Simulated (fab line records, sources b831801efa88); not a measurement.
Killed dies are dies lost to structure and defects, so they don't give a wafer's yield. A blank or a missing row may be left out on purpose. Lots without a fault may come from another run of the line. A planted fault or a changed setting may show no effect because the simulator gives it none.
fab line records | flow sky130
record lots=12 wafers=36 last_day=50
route steps=708 shown LDD_HVP@286 LOCAL_INTERCONNECT@401 METAL1@438 VIA1@470
lots that met no fault: from a run of the same line without faults
start_h: hours from the record's first day to the start of the lot's first wafer shown | wait_h: hours since the lot's step before | " the same as in the row above | L1.1+2: a row that stands for several wafers | - no value, or no start given | * or withheld: withheld | < > ~ a bound
route shown NAME@n: a module of which the file shows steps, and the number in the route of the first | usual: mean/standard deviation of fault-free wafers | same: alike in all rows | chamber/n: place in a boat | sites: the reading at each site | _std_site: their standard deviation | _edge_site: outer sites' mean less inner sites' | radius_mm: how far each site lies from the wafer's centre | mask NAME#n: copy n | behind: the tool/chamber that last shaped the wafer | hold: why the lot was held/for how many hours/how that ended | device: the transistor (n, p or np) that didn't switch | end of line: the same wafers' tests at the end of the route | a step without rows: its recipe alone | killed: dies lost to structure and defects at the first sort, not the wafer's yield | map: a wafer's dies, x killed, . not, _ none there
set.NAME: the setting as run; set.NAME@STEP: as run at that earlier step | model.NAME: the simulator's own value behind a step, which no gauge read
steps of the route over a sample of lots; a table a step, a row a wafer
services: from which hour (start_h, from the record's first day; less than 0 if before it) a tool's chamber was out of use, for how many hours, and why
## steps
# step SKY_LDD_HVP_IMPLANT_08
# recipe species=B energy_kev=20 dose_cm2=1.7e+13 tilt_deg=17.9
# usual beam_energy_keV=20.002/0.0061
# columns lot.wafer tool chamber start_h wait_h beam_energy_keV
L828.2 implanter-04 0 486.16 0.0 19.993
L828.3 " 0 " " 19.999
L828.6 " 0 " " 20.004
L832.3 implanter-03 0 529.51 0.1 19.994
L832.4 " 0 " " 19.999
L832.6 " 0 " " 20.003
L832.3 implanter-03 0 529.83 0.3 19.998
L832.4 " 0 " " 19.994
L832.6 " 0 " " 19.999
L833.1 implanter-03 0 536.97 0.0 20.007
L833.5 " 0 " " 19.997
L833.6 " 0 " " 20.002
L833.1 implanter-03 0 537.38 0.4 19.996
L833.5 " 0 " " 19.991
L833.6 " 0 " " 20.008
L835.1 implanter-01 0 555.58 0.0 20.007
L835.2 " 0 " " 20.010
L835.5 " 0 " " 20.002
L835.1 implanter-01 0 555.90 0.3 19.998
L835.2 " 0 " " 20.012
L835.5 " 0 " " 20.013
L836.1 implanter-01 0 562.81 0.0 20.001
L836.2 " 0 " " 20.006
L836.3 " 0 " " 19.998
L840.1 implanter-03 0 604.28 0.0 19.997
L840.2 " 0 " " 19.998
L840.4 " 0 " " 20.008
L841.2 implanter-04 0 607.81 0.0 19.997
L841.4 " 0 " " 20.013
L841.6 " 0 " " 20.002
L842.1 implanter-03 0 622.68 0.0 19.997
L842.2 " 0 " " 20.006
L842.5 " 0 " " 20.001
L844.1 implanter-03 0 642.96 0.0 20.002
L844.3 " 0 " " 19.988
L844.5 " 0 " " 19.986
L847.1 implanter-03 0 664.78 0.0 20.011
L847.3 " 0 " " 20.009
L847.5 " 0 " " 20.008
L848.3 implanter-01 0 668.26 0.1 19.999
L848.4 " 0 " " 20.003
L848.6 " 0 " " 19.994
L849.2 implanter-04 0 677.65 0.0 19.996
L849.3 " 0 " " 20.009
L849.5 " 0 " " 20.006
# step SKY_LDD_HVP_TW_MEAS_10
# usual LDD_HVP_TW=459/3.5
# columns lot.wafer tool chamber start_h wait_h LDD_HVP_TW
L828.2 film_metro-02 - 486.39 0.1 460
L828.3 " - " " 462
L828.6 " - " " 461
L832.3 film_metro-01 - 530.05 0.1 572
L832.4 " - " " 570
L832.6 " - " " 574
L833.1 film_metro-03 - 537.63 0.1 561
L833.5 " - " " 562
L833.6 " - " " 563
L835.1 film_metro-01 - 556.15 0.1 573
L835.2 " - " " 574
L835.5 " - " " 576
L836.1 film_metro-02 - 563.06 0.1 461
L836.2 " - " " 459
L836.3 " - " " 462
L840.1 film_metro-02 - 604.53 0.1 462
L840.2 " - " " 462
L840.4 " - " " 458
L841.2 film_metro-02 - 608.04 0.1 462
L841.4 " - " " 461
L841.6 " - " " 462
L842.1 film_metro-02 - 622.93 0.1 460
L842.2 " - " " 460
L842.5 " - " " 460
L844.1 film_metro-01 - 643.21 0.1 461
L844.3 " - " " 462
L844.5 " - " " 460
L847.1 film_metro-01 - 665.03 0.1 460
L847.3 " - " " 458
L847.5 " - " " 458
L848.3 film_metro-01 - 668.48 0.1 458
L848.4 " - " " 462
L848.6 " - " " 459
L849.2 film_metro-02 - 677.88 0.1 460
L849.3 " - " " 462
L849.5 " - " " 461
# step SKY_LOCAL_INTERCONNECT_METAL_ETCH_14
# recipe target_depth_nm=110 stop_on=PSG chemistry=Cl2/BCl3 target=TiN resist_sidewall_deg=88 pressure_mtorr=10 icp_w=900 bias_w=48.5 Cl2_flow_sccm=60 bcl3_flow_sccm=30 time_s=31.4
# usual chamber_pressure_mTorr=10.000/0.0098 drypump_motor_current_A=5.8/0.39 oes_product_au=0.938/0.0064 throttle_valve_pct=21.903/0.0099
# columns lot.wafer tool chamber start_h wait_h chamber_pressure_mTorr drypump_motor_current_A oes_product_au rf_hours_counter_h throttle_valve_pct
L828.2 rie_metal-03 1 698.67 0.0 10.016 6.0 0.931 7 21.905
L828.3 " 0 " " 9.996 5.3 0.942 - 21.890
L828.6 " 1 " " 9.976 6.0 0.930 - 21.903
L832.3 rie_metal-04 1 739.95 0.0 9.996 6.0 0.950 - 21.896
L832.4 " 0 " " 9.988 5.7 0.941 - 21.907
L832.6 " 1 " " 9.975 6.0 0.945 - 21.907
L833.1 rie_metal-01 0 745.48 0.0 10.001 6.4 0.931 2 21.909
L833.5 " 1 " " 9.987 5.3 0.923 - 21.900
L833.6 " 0 " " 10.010 6.4 0.943 - 21.916
L835.1 rie_metal-03 0 761.58 0.0 9.994 5.3 0.941 13 21.895
L835.2 " 1 " " 9.997 6.0 0.939 10 21.908
L835.5 " 1 " " 9.994 6.0 0.944 - 21.895
L836.1 rie_metal-04 0 766.97 0.0 9.987 5.7 0.942 7 21.912
L836.2 " 1 " " 9.996 6.0 0.934 5 21.903
L836.3 " 1 " " 10.015 6.0 0.942 - 21.909
L840.1 rie_metal-03 0 806.24 0.0 10.008 5.4 0.952 14 21.896
L840.2 " 1 " " 9.997 6.1 0.943 11 21.898
L840.4 " 0 " " 10.001 5.4 0.938 - 21.899
L841.2 rie_metal-04 1 808.83 0.0 9.999 6.0 0.935 6 21.896
L841.4 " 0 " " 9.993 5.7 0.928 - 21.910
L841.6 " 0 " " 9.990 5.7 0.939 - 21.909
L842.1 rie_metal-04 0 825.24 0.0 10.001 5.7 0.939 9 21.893
L842.2 " 1 " " 10.003 6.1 0.946 7 21.903
L842.5 " 0 " " 10.009 5.7 0.940 - 21.903
L844.1 rie_metal-01 0 842.93 0.0 9.997 6.3 0.942 6 21.911
L844.3 " 1 " " 10.010 5.3 0.947 - 21.924
L844.5 " 1 " " 10.010 5.3 0.940 - 21.902
L847.1 rie_metal-03 0 863.47 0.0 9.992 5.4 0.921 17 21.899
L847.3 " 1 " " 10.000 6.0 0.928 - 21.914
L847.5 " 0 " " 10.016 5.4 0.929 - 21.907
L848.3 rie_metal-04 1 864.93 0.0 9.993 6.0 0.939 - 21.908
L848.4 " 0 " " 9.999 5.7 0.938 - 21.904
L848.6 " 0 " " 9.981 5.7 0.941 - 21.902
L849.2 rie_metal-04 1 873.49 0.0 10.005 6.0 0.916 9 21.917
L849.3 " 0 " " 9.979 5.7 0.928 - 21.901
L849.5 " 0 " " 10.005 5.7 0.935 - 21.904
# step SKY_METAL1_SPUTTER_04
# recipe material=TiN target_thk_nm=70 power_w=6500 time_s=58.3 chamber_pressure_pa=0.4
# usual throttle_valve_pct=29.7/0.93
# columns lot.wafer tool chamber start_h wait_h throttle_valve_pct
L828.2 pvd_sputter-03 - 729.49 0.0 30.3
L828.3 " - " " 29.4
L828.6 " - " " 30.4
L832.3 pvd_sputter-01 - 770.54 0.0 31.0
L832.4 " - " " 29.3
L832.6 " - " " 28.9
L833.1 pvd_sputter-02 - 775.50 0.0 28.2
L833.5 " - " " 30.3
L833.6 " - " " 28.3
L835.1 pvd_sputter-01 - 791.61 0.0 29.6
L835.2 " - " " 29.4
L835.5 " - " " 29.5
L836.1 pvd_sputter-01 - 796.79 0.0 29.2
L836.2 " - " " 29.7
L836.3 " - " " 30.5
L840.1 pvd_sputter-03 - 835.96 0.0 30.4
L840.2 " - " " 30.9
L840.4 " - " " 31.7
L841.2 pvd_sputter-01 - 838.96 0.0 29.0
L841.4 " - " " 29.6
L841.6 " - " " 29.6
L842.1 pvd_sputter-02 - 854.51 0.0 28.2
L842.2 " - " " 29.5
L842.5 " - " " 28.8
L844.1 pvd_sputter-02 - 872.93 0.0 28.5
L844.3 " - " " 29.3
L844.5 " - " " 29.2
L847.1 pvd_sputter-02 - 892.57 0.0 28.2
L847.3 " - " " 29.4
L847.5 " - " " 29.5
L848.3 pvd_sputter-03 - 893.48 0.0 31.4
L848.4 " - " " 30.2
L848.6 " - " " 31.7
L849.2 pvd_sputter-03 - 902.20 0.0 30.3
L849.3 " - " " 30.6
L849.5 " - " " 30.3
# step SKY_VIA1_CD_MEAS_12
# recipe target_cd_nm=150
# usual cd_nm=149.4/1.4
# columns lot.wafer tool chamber start_h wait_h cd_nm
L828.2 cd_sem-02 - 785.09 - 150.8
L828.3 " - " " 151.3
L828.6 " - " " 150.2
L832.3 cd_sem-01 - 825.76 - 147.7
L832.4 " - " " 149.5
L832.6 " - " " 148.2
L833.1 cd_sem-02 - 831.42 - 146.9
L833.5 " - " " 147.3
L833.6 " - " " 146.5
L835.1 cd_sem-02 - 846.81 - 147.6
L835.2 " - " " 147.9
L835.5 " - " " 147.8
L836.1 cd_sem-02 - 852.24 - 149.6
L836.2 " - " " 149.4
L836.3 " - " " 149.3
L840.1 cd_sem-01 - 889.70 - 149.3
L840.2 " - " " 148.9
L840.4 " - " " 147.6
L841.2 cd_sem-01 - 892.99 - 148.2
L841.4 " - " " 150.0
L841.6 " - " " 149.8
L842.1 cd_sem-01 - 908.34 - 151.3
L842.2 " - " " 151.7
L842.5 " - " " 151.6
L844.1 cd_sem-01 - 925.60 - 147.8
L844.3 " - " " 146.6
L844.5 " - " " 148.0
L847.1 cd_sem-02 - 943.82 - 149.7
L847.3 " - " " 150.7
L847.5 " - " " 148.7
L848.3 cd_sem-01 - 944.54 - 149.5
L848.4 " - " " 150.2
L848.6 " - " " 151.2
L849.2 cd_sem-01 - 953.26 - 151.9
L849.3 " - " " 149.5
L849.5 " - " " 151.9
## services
# columns tool chamber start_h hours kind
rie_metal-03 - 468.54 4.3 pm
pvd_sputter-02 - 474.71 4.8 repair
implanter-01 - 474.94 5.0 repair
pvd_sputter-02 - 517.22 5.8 repair
implanter-01 - 527.62 1.9 repair
pvd_sputter-01 - 528.73 1.9 repair
implanter-01 - 535.82 6.0 pm
pvd_sputter-01 - 539.52 1.1 repair
implanter-03 - 541.86 3.9 pm
implanter-03 - 546.32 1.6 repair
pvd_sputter-01 - 550.39 3.5 repair
pvd_sputter-02 - 556.66 4.4 repair
implanter-03 - 559.10 6.6 repair
implanter-01 - 564.17 3.5 repair
pvd_sputter-01 - 587.50 0.6 repair
rie_metal-03 - 590.10 14.6 pm
implanter-01 - 598.78 2.0 repair
rie_metal-04 0 601.49 1.3 repair
rie_metal-04 0 604.07 6.7 repair
rie_metal-04 0 636.76 15.8 repair
implanter-03 - 648.55 8.1 repair
rie_metal-04 - 726.60 10.0 pm
implanter-03 - 797.98 3.3 pm
implanter-03 - 862.98 2.2 repair
## key
first_sign step=SKY_LDD_HVP_IMPLANT_08 reading=visit direction=added
effect step=SKY_LDD_HVP_TW_MEAS_10 reading=LDD_HVP_TW direction=up sigmas=32 usual=459 struck=569
met_at SKY_LDD_HVP_IMPLANT_08
struck_lots L832,L833,L835
tester_left_out L832,L833,L835
not_acting_at SKY_LOCAL_INTERCONNECT_METAL_ETCH_14,SKY_METAL1_SPUTTER_04,SKY_VIA1_CD_MEAS_12
fault kind=repeated_step_whole tool=implanter-01,implanter-03,implanter-04 chamber=- onset_h=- steps=SKY_LDD_HVP_IMPLANT_08 times=1 scope=struck_lots_only
# tester_left_out: of these lots the tester's yield and bins aren't shown, on N5 and GAA mostly nor the transistor test; their killed dies are dies lost to structure and defects alone, not to doping, threshold or leakage, so they don't give the yield
